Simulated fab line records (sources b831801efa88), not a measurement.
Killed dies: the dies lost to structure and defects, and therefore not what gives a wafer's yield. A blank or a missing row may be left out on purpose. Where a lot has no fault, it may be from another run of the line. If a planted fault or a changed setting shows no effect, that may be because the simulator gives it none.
fab line records + flow gf180mcu
record:
- lots: 14
- wafers: 42
- last_day: 34
route steps=602 shown HV_LDD@213
lots with no fault: from the same line, run without faults
start_h: hours from the record's opening day to when the first of the lot's shown wafers began + wait_h: hours since the lot's step before + " the same as in the row above + L1.1+2: several wafers, shown together as one row + - either no value or no given start + * or withheld: withheld + < > ~ a bound
route shown NAME@n: a module of which the file shows steps, and the number in the route of the first + usual: mean and standard deviation over wafers with no fault + same: alike in all rows + chamber/n: place in a boat + sites: each site's reading + _std_site: how widely they spread, as a standard deviation + _edge_site: inner sites' mean taken away from outer sites' mean + radius_mm: how far each site lies from the wafer's centre + mask NAME#n: copy n + behind: tool/chamber where the wafer was last shaped + hold: cause of the lot's hold/its duration in hours/its outcome + device: transistor that didn't switch, given as n, p or np + end of line: tests of these same wafers at the route's end + for a step that has no rows: nothing shown but its recipe + killed: the dies lost at the first sort to structure and to defects; this is not the yield of the wafer + map: shows each die of a wafer: x if killed, . if not, _ if none is there
set.NAME: setting as actually run; set.NAME@STEP: the setting as run at that earlier step + model.NAME: the simulator's own value behind a step, which no gauge read
the route's steps for a sample of lots (tables are steps, rows are wafers)
services: a tool's chamber out of use, with start hour (start_h, from the record's first day; less than 0 if before it), hours out, and reason
== steps ==
step: GF_HV_LDD_STRIP_37
recipe:
- chemistry: O2/N2
- power_w: 1400
- pressure_mtorr: 1500
- platen_temp_c: 250
- o2_flow_sccm: 3000
- n2_flow_sccm: 300
- overash_fraction: 0.5
usual:
- drypump_motor_current_A: 5.70/0.14
- heater_power_w: 360/28
- oes_product_au: 0.716/0.0047
- strip_time_to_endpoint_s: 12.623/0.027
same:
- overash_fraction: 0.5
| lot.wafer | tool            | chamber | start_h | wait_h | drypump_motor_current_A | heater_power_w | oes_product_au | rf_hours_counter_h | strip_time_to_endpoint_s |
|-----------|-----------------|---------|---------|--------|-------------------------|----------------|----------------|--------------------|--------------------------|
| L196.1    | plasma_asher-03 | 1       | 265.19  | 0.1    | 5.66                    | 342            | 0.712          | 49                 | 12.630                   |
| L196.2    | "               | 0       | "       | "      | 5.56                    | 387            | 0.720          | 49                 | 12.611                   |
| L196.4    | "               | 1       | "       | "      | 5.67                    | 353            | 0.724          | -                  | 12.635                   |
| L197.1    | plasma_asher-03 | 1       | 272.69  | 0.1    | 5.66                    | 342            | 0.710          | 50                 | 12.606                   |
| L197.2    | "               | 0       | "       | "      | 5.58                    | 397            | 0.719          | 50                 | 12.594                   |
| L197.6    | "               | 0       | "       | "      | 5.56                    | 394            | 0.709          | -                  | 12.582                   |
| L199.1    | plasma_asher-03 | 1       | 283.13  | 0.1    | 5.66                    | 343            | 0.720          | 51                 | 12.621                   |
| L199.5    | "               | 1       | "       | "      | 5.65                    | 340            | 0.708          | -                  | 12.586                   |
| L199.6    | "               | 0       | "       | "      | 5.57                    | 388            | 0.712          | -                  | 12.598                   |
| L200.3    | plasma_asher-03 | 1       | 300.15  | 0.1    | 5.66                    | 350            | 0.708          | -                  | 12.596                   |
| L200.5    | "               | 0       | "       | "      | 5.57                    | 382            | 0.709          | -                  | 12.592                   |
| L200.6    | "               | 1       | "       | "      | 5.68                    | 346            | 0.713          | -                  | 12.572                   |
| L201.2    | plasma_asher-02 | 1       | 309.72  | 0.1    | 5.47                    | 342            | 0.710          | 19                 | 12.620                   |
| L201.3    | "               | 0       | "       | "      | 6.05                    | 414            | 0.724          | -                  | 12.606                   |
| L201.5    | "               | 1       | "       | "      | 5.49                    | 345            | 0.719          | -                  | 12.633                   |
| L202.1    | plasma_asher-03 | 1       | 312.74  | 0.1    | 5.67                    | 350            | 0.718          | 54                 | 12.633                   |
| L202.2    | "               | 0       | "       | "      | 5.56                    | 388            | 0.720          | 54                 | 12.656                   |
| L202.5    | "               | 0       | "       | "      | 5.57                    | 377            | 0.720          | -                  | 12.655                   |
| L206.2    | plasma_asher-02 | 1       | 350.32  | 0.1    | 5.49                    | 352            | 0.722          | 24                 | 12.625                   |
| L206.4    | "               | 0       | "       | "      | 6.02                    | 416            | 0.715          | -                  | 12.623                   |
| L206.6    | "               | 1       | "       | "      | 5.50                    | 345            | 0.721          | -                  | 12.629                   |
| L209.3    | plasma_asher-04 | 0       | 365.25  | 0.1    | 5.81                    | 355            | 0.717          | -                  | 12.629                   |
| L209.5    | "               | 0       | "       | "      | 5.82                    | 353            | 0.720          | -                  | 12.635                   |
| L209.6    | "               | 1       | "       | "      | 5.73                    | 334            | 0.715          | -                  | 12.603                   |
| L210.1    | plasma_asher-04 | 1       | 387.89  | 0.1    | 5.74                    | 319            | 0.714          | 73                 | 12.590                   |
| L210.3    | "               | 1       | "       | "      | 5.74                    | 335            | 0.719          | -                  | 12.581                   |
| L210.6    | "               | 0       | "       | "      | 5.80                    | 349            | 0.709          | -                  | 12.626                   |
| L212.2    | plasma_asher-02 | 0       | 398.97  | 0.1    | 6.00                    | 426            | 0.714          | 27                 | 12.647                   |
| L212.4    | "               | 1       | "       | "      | 5.48                    | 344            | 0.714          | -                  | 12.644                   |
| L212.5    | "               | 0       | "       | "      | 6.04                    | 419            | 0.721          | -                  | 12.602                   |
| L215.1    | plasma_asher-03 | 0       | 417.38  | 0.1    | 5.57                    | 395            | 0.709          | 65                 | 12.644                   |
| L215.3    | "               | 0       | "       | "      | 5.55                    | 381            | 0.717          | -                  | 12.658                   |
| L215.4    | "               | 1       | "       | "      | 5.65                    | 348            | 0.714          | -                  | 12.657                   |
| L216.1    | plasma_asher-04 | 0       | 422.97  | 0.1    | 5.84                    | 353            | 0.710          | 76                 | 12.664                   |
| L216.3    | "               | 1       | "       | "      | 5.75                    | 332            | 0.717          | -                  | 12.642                   |
| L216.4    | "               | 0       | "       | "      | 5.84                    | 343            | 0.715          | -                  | 12.624                   |
| L217.1    | plasma_asher-02 | 1       | 426.34  | 0.1    | 5.48                    | 347            | 0.718          | 30                 | 12.609                   |
| L217.3    | "               | 1       | "       | "      | 5.49                    | 350            | 0.710          | -                  | 12.622                   |
| L217.6    | "               | 0       | "       | "      | 6.04                    | 418            | 0.717          | -                  | 12.659                   |
| L218.1    | plasma_asher-04 | 0       | 437.43  | 0.1    | 5.82                    | 350            | 0.721          | 78                 | 12.616                   |
| L218.2    | "               | 1       | "       | "      | 5.74                    | 324            | 0.710          | 78                 | 12.642                   |
| L218.6    | "               | 1       | "       | "      | 5.73                    | 325            | 0.719          | -                  | 12.582                   |
step: GF_HV_LDD_STRIP_49
recipe:
- chemistry: O2/N2
- power_w: 1400
- pressure_mtorr: 1500
- platen_temp_c: 250
- o2_flow_sccm: 3000
- n2_flow_sccm: 300
- overash_fraction: 0.5
usual:
- drypump_motor_current_A: 5.74/0.2
- heater_power_w: 364/34
- oes_product_au: 0.716/0.0047
- strip_time_to_endpoint_s: 12.61/0.041
same:
- overash_fraction: 0.5
| lot.wafer | tool            | chamber | start_h | wait_h | drypump_motor_current_A | heater_power_w | oes_product_au | rf_hours_counter_h | strip_time_to_endpoint_s |
|-----------|-----------------|---------|---------|--------|-------------------------|----------------|----------------|--------------------|--------------------------|
| L196.1    | plasma_asher-03 | 1       | 284.63  | 0.1    | 5.66                    | 339            | 0.718          | 51                 | 12.59                    |
| L196.2    | "               | 0       | "       | "      | 5.55                    | 394            | 0.712          | 51                 | 12.63                    |
| L196.4    | "               | 0       | "       | "      | 5.54                    | 387            | 0.712          | -                  | 12.56                    |
| L197.1    | plasma_asher-02 | 1       | 292.34  | 0.1    | 5.49                    | 342            | 0.719          | 18                 | 12.55                    |
| L197.2    | "               | 0       | "       | "      | 6.06                    | 428            | 0.713          | 18                 | 12.57                    |
| L197.6    | "               | 0       | "       | "      | 6.05                    | 421            | 0.716          | -                  | 12.56                    |
| L199.1    | plasma_asher-02 | 0       | 303.27  | 0.1    | 6.02                    | 411            | 0.711          | 19                 | 12.60                    |
| L199.5    | "               | 0       | "       | "      | 6.06                    | 419            | 0.721          | -                  | 12.62                    |
| L199.6    | "               | 1       | "       | "      | 5.50                    | 345            | 0.712          | -                  | 12.56                    |
| L200.3    | plasma_asher-02 | 1       | 321.45  | 0.1    | 5.48                    | 350            | 0.713          | -                  | 12.64                    |
| L200.5    | "               | 0       | "       | "      | 6.04                    | 425            | 0.718          | -                  | 12.63                    |
| L200.6    | "               | 1       | "       | "      | 5.49                    | 342            | 0.711          | -                  | 12.64                    |
| L201.2    | plasma_asher-04 | 0       | 330.19  | 0.1    | 5.80                    | 340            | 0.715          | 66                 | 12.62                    |
| L201.3    | "               | 0       | "       | "      | 5.80                    | 340            | 0.712          | -                  | 12.61                    |
| L201.5    | "               | 0       | "       | "      | 5.81                    | 344            | 0.720          | -                  | 12.62                    |
| L202.1    | plasma_asher-03 | 0       | 333.39  | 0.1    | 5.56                    | 390            | 0.721          | 56                 | 12.68                    |
| L202.2    | "               | 1       | "       | "      | 5.67                    | 345            | 0.725          | 56                 | 12.68                    |
| L202.5    | "               | 1       | "       | "      | 5.66                    | 339            | 0.722          | -                  | 12.68                    |
| L206.2    | plasma_asher-02 | 0       | 372.92  | 0.1    | 6.03                    | 413            | 0.710          | 26                 | 12.66                    |
| L206.4    | "               | 0       | "       | "      | 6.05                    | 424            | 0.712          | -                  | 12.65                    |
| L206.6    | "               | 1       | "       | "      | 5.47                    | 341            | 0.715          | -                  | 12.65                    |
| L209.3    | plasma_asher-03 | 1       | 388.25  | 0.1    | 5.67                    | 349            | 0.713          | -                  | 12.59                    |
| L209.5    | "               | 1       | "       | "      | 5.67                    | 356            | 0.714          | -                  | 12.61                    |
| L209.6    | "               | 0       | "       | "      | 5.57                    | 381            | 0.713          | -                  | 12.63                    |
| L210.1    | plasma_asher-03 | 0       | 411.46  | 0.1    | 5.59                    | 377            | 0.712          | 65                 | 12.59                    |
| L210.3    | "               | 1       | "       | "      | 5.68                    | 351            | 0.715          | -                  | 12.63                    |
| L210.6    | "               | 1       | "       | "      | 5.66                    | 360            | 0.723          | -                  | 12.62                    |
| L212.2    | plasma_asher-02 | 0       | 423.64  | 0.1    | 6.07                    | 419            | 0.717          | 30                 | 12.68                    |
| L212.4    | "               | 1       | "       | "      | 5.49                    | 342            | 0.715          | -                  | 12.68                    |
| L212.5    | "               | 1       | "       | "      | 5.47                    | 343            | 0.712          | -                  | 12.65                    |
| L215.1    | plasma_asher-04 | 1       | 442.03  | 0.1    | 5.75                    | 331            | 0.713          | 79                 | 12.57                    |
| L215.3    | "               | 1       | "       | "      | 5.75                    | 325            | 0.725          | -                  | 12.57                    |
| L215.4    | "               | 0       | "       | "      | 5.80                    | 355            | 0.711          | -                  | 12.61                    |
| L216.1    | plasma_asher-02 | 0       | 447.98  | 0.1    | 6.06                    | 415            | 0.715          | 33                 | 12.58                    |
| L216.3    | "               | 1       | "       | "      | 5.49                    | 341            | 0.729          | -                  | 12.58                    |
| L216.4    | "               | 0       | "       | "      | 6.06                    | 411            | 0.717          | -                  | 12.58                    |
| L217.1    | plasma_asher-02 | 0       | 451.32  | 0.1    | 6.04                    | 417            | 0.710          | 33                 | 12.59                    |
| L217.3    | "               | 1       | "       | "      | 5.50                    | 357            | 0.714          | -                  | 12.57                    |
| L217.6    | "               | 1       | "       | "      | 5.49                    | 344            | 0.712          | -                  | 12.59                    |
| L218.1    | plasma_asher-04 | 0       | 461.77  | 0.1    | 5.82                    | 341            | 0.714          | 81                 | 12.64                    |
| L218.2    | "               | 1       | "       | "      | 5.73                    | 332            | 0.711          | 81                 | 12.67                    |
| L218.6    | "               | 0       | "       | "      | 5.82                    | 351            | 0.712          | -                  | 12.63                    |
step: GF_HV_LDD_CVD_54
recipe:
- material: SiO2
- target_thk_nm: 10
- precursor: TEOS
- temp_c: 680
- time_s: 75
- pressure_mtorr: 400
usual:
- pressure_mtorr: 399.9/0.94
- spike_tc_bottom_C: 699.5/3
- susceptor_temp_C: 680.0/0.31
- zone_power_top_pct: 23.4/2
| lot.wafer | tool     | chamber | start_h | wait_h | pressure_mtorr | spike_tc_bottom_C | susceptor_temp_C | zone_power_top_pct |
|-----------|----------|---------|---------|--------|----------------|-------------------|------------------|--------------------|
| L196.1    | lpcvd-01 | 0       | 285.19  | 0.3    | 400.1          | 702.5             | 680.1            | 20.4               |
| L196.2    | "        | 0       | "       | "      | 399.4          | 702.1             | 680.4            | 20.5               |
| L196.4    | "        | 0       | "       | "      | 397.7          | 700.5             | 680.1            | 20.7               |
| L197.1    | lpcvd-02 | 0       | 293.56  | 0.9    | 399.5          | 702.5             | 679.9            | 20.9               |
| L197.2    | "        | 0       | "       | "      | 399.4          | 703.9             | 680.2            | 21.1               |
| L197.6    | "        | 0       | "       | "      | 400.0          | 702.4             | 680.4            | 21.3               |
| L199.1    | lpcvd-02 | 0       | 303.66  | 0.1    | 398.9          | 704.6             | 680.3            | 21.1               |
| L199.5    | "        | 0       | "       | "      | 399.1          | 702.4             | 680.4            | 21.0               |
| L199.6    | "        | 0       | "       | "      | 399.4          | 703.4             | 680.7            | 21.2               |
| L200.3    | lpcvd-01 | 1       | 321.81  | 0.1    | 398.0          | 698.1             | 680.0            | 25.0               |
| L200.5    | "        | 1       | "       | "      | 400.0          | 697.1             | 680.0            | 24.4               |
| L200.6    | "        | 1       | "       | "      | 399.6          | 697.5             | 679.6            | 24.8               |
| L201.2    | lpcvd-01 | 1       | 330.59  | 0.1    | -              | -                 | -                | -                  |
| L201.3    | "        | 1       | "       | "      | -              | -                 | -                | -                  |
| L201.5    | "        | 1       | "       | "      | -              | -                 | -                | -                  |
| L202.1    | lpcvd-01 | 1       | 333.79  | 0.1    | -              | -                 | -                | -                  |
| L202.2    | "        | 1       | "       | "      | -              | -                 | -                | -                  |
| L202.5    | "        | 1       | "       | "      | -              | -                 | -                | -                  |
| L206.2    | lpcvd-02 | 0       | 373.31  | 0.1    | 400.2          | 702.3             | 679.8            | 20.7               |
| L206.4    | "        | 0       | "       | "      | 400.0          | 704.2             | 679.9            | 21.0               |
| L206.6    | "        | 0       | "       | "      | 401.2          | 700.8             | 680.6            | 21.4               |
| L209.3    | lpcvd-01 | 1       | 388.61  | 0.1    | 401.4          | 697.2             | 679.5            | 24.6               |
| L209.5    | "        | 1       | "       | "      | 401.6          | 698.4             | 679.9            | 24.9               |
| L209.6    | "        | 1       | "       | "      | 401.8          | 698.8             | 680.0            | 24.7               |
| L210.1    | lpcvd-01 | 1       | 411.86  | 0.1    | 399.1          | 698.2             | 680.0            | 24.9               |
| L210.3    | "        | 1       | "       | "      | 399.5          | 697.7             | 680.0            | 24.8               |
| L210.6    | "        | 1       | "       | "      | 399.4          | 698.6             | 679.7            | 24.7               |
| L212.2    | lpcvd-01 | 1       | 424.04  | 0.1    | 399.2          | 697.9             | 680.2            | 25.1               |
| L212.4    | "        | 1       | "       | "      | 399.2          | 697.6             | 680.1            | 24.5               |
| L212.5    | "        | 1       | "       | "      | 398.7          | 698.3             | 680.4            | 24.7               |
| L215.1    | lpcvd-01 | 1       | 442.42  | 0.1    | 398.9          | 697.3             | 680.1            | 24.8               |
| L215.3    | "        | 1       | "       | "      | 398.0          | 698.4             | 679.4            | 24.5               |
| L215.4    | "        | 1       | "       | "      | 398.2          | 695.6             | 679.3            | 24.7               |
| L216.1    | lpcvd-02 | 1       | 448.37  | 0.1    | 401.3          | 697.2             | 680.4            | 25.1               |
| L216.3    | "        | 1       | "       | "      | 399.8          | 696.0             | 680.2            | 25.3               |
| L216.4    | "        | 1       | "       | "      | 401.1          | 696.0             | 680.0            | 25.7               |
| L217.1    | lpcvd-01 | 0       | 451.71  | 0.1    | 398.7          | 702.9             | 680.5            | 20.6               |
| L217.3    | "        | 0       | "       | "      | 399.8          | 703.6             | 680.2            | 20.5               |
| L217.6    | "        | 0       | "       | "      | 398.7          | 702.0             | 680.7            | 20.3               |
| L218.1    | lpcvd-01 | 1       | 462.16  | 0.1    | 399.8          | 699.0             | 679.7            | 24.7               |
| L218.2    | "        | 1       | "       | "      | 400.2          | 695.7             | 679.7            | 25.0               |
| L218.6    | "        | 1       | "       | "      | 401.3          | 698.4             | 680.1            | 24.9               |
step: GF_HV_LDD_ETCHBACK_58
recipe:
- chemistry: CH3F/O2
- target: Si3N4
- stop_on: SiO2
- source_w: 400
- bias_w: 80
- pressure_mtorr: 25
- ch3f_flow_sccm: 40
- O2_flow_sccm: 30
- time_s: 100
- target_depth_a: 900
usual:
- O2_flow_sccm: 29.99/0.081
- drypump_motor_current_A: 5.9/0.45
- oes_product_au: 0.841/0.0071
- rf_fwd_power_W: 398.0/1.5
- throttle_valve_pct: 10.560/0.0097
| lot.wafer | tool        | chamber | start_h | wait_h | O2_flow_sccm | drypump_motor_current_A | oes_product_au | rf_fwd_power_W | rf_hours_counter_h | throttle_valve_pct |
|-----------|-------------|---------|---------|--------|--------------|-------------------------|----------------|----------------|--------------------|--------------------|
| L196.1    | rie_diel-04 | 1       | 287.98  | 0.1    | 29.91        | 5.2                     | 0.853          | 399.3          | 17                 | 10.539             |
| L196.2    | "           | 2       | "       | "      | 29.96        | 5.5                     | 0.842          | 398.9          | 2                  | 10.564             |
| L196.4    | "           | 2       | "       | "      | 30.00        | 5.5                     | 0.850          | 399.5          | -                  | 10.558             |
| L197.1    | rie_diel-02 | 1       | 296.13  | 0.1    | 30.02        | 6.1                     | 0.850          | 398.0          | 2                  | 10.558             |
| L197.2    | "           | 3       | "       | "      | 30.03        | 6.3                     | 0.843          | 396.7          | 89                 | 10.533             |
| L197.6    | "           | 2       | "       | "      | 30.04        | 5.4                     | 0.837          | 399.0          | -                  | 10.558             |
| L199.1    | rie_diel-01 | 0       | 306.23  | 0.1    | 30.07        | 5.6                     | 0.841          | 398.2          | 10                 | 10.568             |
| L199.5    | "           | 3       | "       | "      | 29.99        | 6.3                     | 0.844          | 396.1          | -                  | 10.575             |
| L199.6    | "           | 0       | "       | "      | 29.95        | 5.6                     | 0.841          | 394.1          | -                  | 10.551             |
| L200.3    | rie_diel-02 | 0       | 324.89  | 0.0    | 30.19        | 5.3                     | 0.838          | 399.7          | 2                  | 10.561             |
| L200.5    | "           | 3       | "       | "      | 29.82        | 6.4                     | 0.835          | 398.5          | -                  | 10.563             |
| L200.6    | "           | 2       | "       | "      | 29.98        | 5.4                     | 0.851          | 399.5          | -                  | 10.557             |
| L201.2    | rie_diel-02 | 2       | 333.16  | 0.0    | 30.03        | 5.4                     | 0.848          | 396.8          | 111                | 10.550             |
| L201.3    | "           | 0       | "       | "      | 29.95        | 5.3                     | 0.842          | 398.9          | 2                  | 10.571             |
| L201.5    | "           | 2       | "       | "      | 30.15        | 5.4                     | 0.845          | 396.5          | -                  | 10.549             |
| L202.1    | rie_diel-02 | 1       | 336.36  | 0.1    | 30.04        | 6.1                     | 0.838          | 398.5          | 3                  | 10.577             |
| L202.2    | "           | 3       | "       | "      | 30.05        | 6.4                     | 0.854          | 399.2          | 90                 | 10.548             |
| L202.5    | "           | 1       | "       | "      | 29.82        | 6.1                     | 0.837          | 398.5          | -                  | 10.565             |
| L206.2    | rie_diel-01 | 3       | 376.34  | 0.0    | 29.91        | 6.3                     | 0.839          | 397.4          | 79                 | 10.549             |
| L206.4    | "           | 2       | "       | "      | 30.00        | 6.5                     | 0.847          | 394.4          | 92                 | 10.547             |
| L206.6    | "           | 3       | "       | "      | 29.95        | 6.3                     | 0.835          | 398.4          | -                  | 10.564             |
| L209.3    | rie_diel-01 | 2       | 391.21  | 0.0    | 30.00        | 6.5                     | 0.838          | 396.6          | 92                 | 10.550             |
| L209.5    | "           | 1       | "       | "      | 29.95        | 5.7                     | 0.826          | 395.2          | -                  | 10.580             |
| L209.6    | "           | 2       | "       | "      | 29.91        | 6.5                     | 0.821          | 396.3          | -                  | 10.562             |
| L210.1    | rie_diel-04 | 3       | 415.80  | 0.1    | 29.97        | 6.0                     | 0.843          | 398.1          | 6                  | 10.564             |
| L210.3    | "           | 0       | "       | "      | 30.08        | 5.5                     | 0.843          | 398.1          | 2                  | 10.565             |
| L210.6    | "           | 0       | "       | "      | 29.99        | 5.5                     | 0.838          | 398.2          | -                  | 10.551             |
| L212.2    | rie_diel-04 | 0       | 426.92  | 0.0    | 30.04        | 5.5                     | 0.844          | 395.0          | 3                  | 10.551             |
| L212.4    | "           | 0       | "       | "      | 30.06        | 5.5                     | 0.834          | 396.1          | -                  | 10.563             |
| L212.5    | "           | 3       | "       | "      | 29.87        | 6.0                     | 0.853          | 397.4          | -                  | 10.563             |
| L215.1    | rie_diel-01 | 2       | 444.99  | 0.1    | 30.06        | 6.5                     | 0.831          | 397.3          | 94                 | 10.574             |
| L215.3    | "           | 0       | "       | "      | 29.97        | 5.6                     | 0.843          | 398.6          | 13                 | 10.559             |
| L215.4    | "           | 3       | "       | "      | 30.08        | 6.3                     | 0.833          | 395.7          | 80                 | 10.573             |
| L216.1    | rie_diel-02 | 2       | 450.94  | 0.1    | 29.87        | 5.4                     | 0.848          | 400.0          | 1                  | 10.569             |
| L216.3    | "           | 3       | "       | "      | 30.03        | 6.4                     | 0.852          | 398.3          | 93                 | 10.570             |
| L216.4    | "           | 0       | "       | "      | 30.09        | 5.3                     | 0.834          | 400.5          | 5                  | 10.541             |
| L217.1    | rie_diel-01 | 1       | 454.28  | 0.1    | 29.90        | 5.8                     | 0.844          | 397.0          | 17                 | 10.558             |
| L217.3    | "           | 2       | "       | "      | 29.92        | 6.5                     | 0.848          | 398.8          | 94                 | 10.564             |
| L217.6    | "           | 3       | "       | "      | 29.84        | 6.3                     | 0.840          | 399.3          | -                  | 10.569             |
| L218.1    | rie_diel-02 | 0       | 465.45  | 0.1    | 29.95        | 5.3                     | 0.846          | 397.2          | 6                  | 10.555             |
| L218.2    | "           | 3       | "       | "      | 29.93        | 6.4                     | 0.837          | 399.4          | 93                 | 10.542             |
| L218.6    | "           | 3       | "       | "      | 29.93        | 6.4                     | 0.844          | 402.0          | -                  | 10.565             |
== services ==
| tool            | chamber | start_h | hours | kind   |
|-----------------|---------|---------|-------|--------|
| rie_diel-04     | 0       | 249.59  | 2.8   | repair |
| rie_diel-02     | 0       | 250.36  | 20.8  | repair |
| rie_diel-02     | 2       | 257.07  | 4.0   | repair |
| lpcvd-01        | -       | 290.50  | 3.4   | repair |
| plasma_asher-02 | -       | 301.99  | 0.8   | repair |
| rie_diel-04     | 1       | 311.86  | 1.4   | repair |
| rie_diel-02     | 3       | 313.11  | 10.5  | repair |
| rie_diel-04     | 0       | 314.76  | 23.0  | repair |
| rie_diel-04     | -       | 333.63  | 0.7   | repair |
| plasma_asher-03 | -       | 347.23  | 2.8   | pm     |
| rie_diel-01     | 2       | 360.95  | 6.7   | repair |
| rie_diel-01     | 3       | 364.44  | 5.6   | repair |
| lpcvd-02        | -       | 371.79  | 0.8   | repair |
| plasma_asher-02 | -       | 379.03  | 14.6  | pm     |
| rie_diel-02     | 2       | 392.13  | 13.5  | repair |
| rie_diel-02     | 2       | 405.66  | -     | clean  |
| lpcvd-01        | -       | 406.41  | 0.6   | repair |
| plasma_asher-02 | -       | 408.18  | 0.9   | repair |
| plasma_asher-03 | -       | 409.65  | 0.9   | repair |
| rie_diel-04     | 1       | 426.40  | 1.9   | repair |
| rie_diel-01     | 1       | 438.91  | 3.3   | repair |
| plasma_asher-04 | -       | 449.85  | 1.2   | repair |
| plasma_asher-03 | -       | 452.78  | 1.8   | repair |
| rie_diel-02     | 2       | 460.15  | 5.1   | repair |
== key ==
first_sign:
- step: GF_HV_LDD_CVD_54
- reading: tool_record
- direction: missing
effect none on later readings
met_at GF_HV_LDD_CVD_54
struck_lots L201,L202
later_rows_left_out L201.2,L201.3,L201.5,L202.1,L202.2,L202.5
sort_left_out L201.2,L201.3,L201.5,L202.1,L202.2,L202.5
tester_left_out L201,L202
not_acting_at GF_HV_LDD_STRIP_37,GF_HV_LDD_STRIP_49,GF_HV_LDD_ETCHBACK_58
onset_between 321.81 330.59
fault:
- kind: skipped_step_whole
- tool: lpcvd-01
- chamber: -
- onset_h: 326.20
- steps: GF_HV_LDD_CVD_54
- scope: struck_lots_only
tester_left_out: of these lots the tester's yield and bins aren't shown, on N5 and GAA mostly nor the transistor test; their killed dies are dies lost to structure and defects alone, not to doping, threshold or leakage, so they don't give the yield
sort_left_out: the simulated sort isn't trusted on such a fault, so these wafers' sort isn't shown, and their yield isn't known
later_rows_left_out: the simulator's readings of these wafers behind a module that went badly wrong aren't trusted and aren't shown, but for the sort
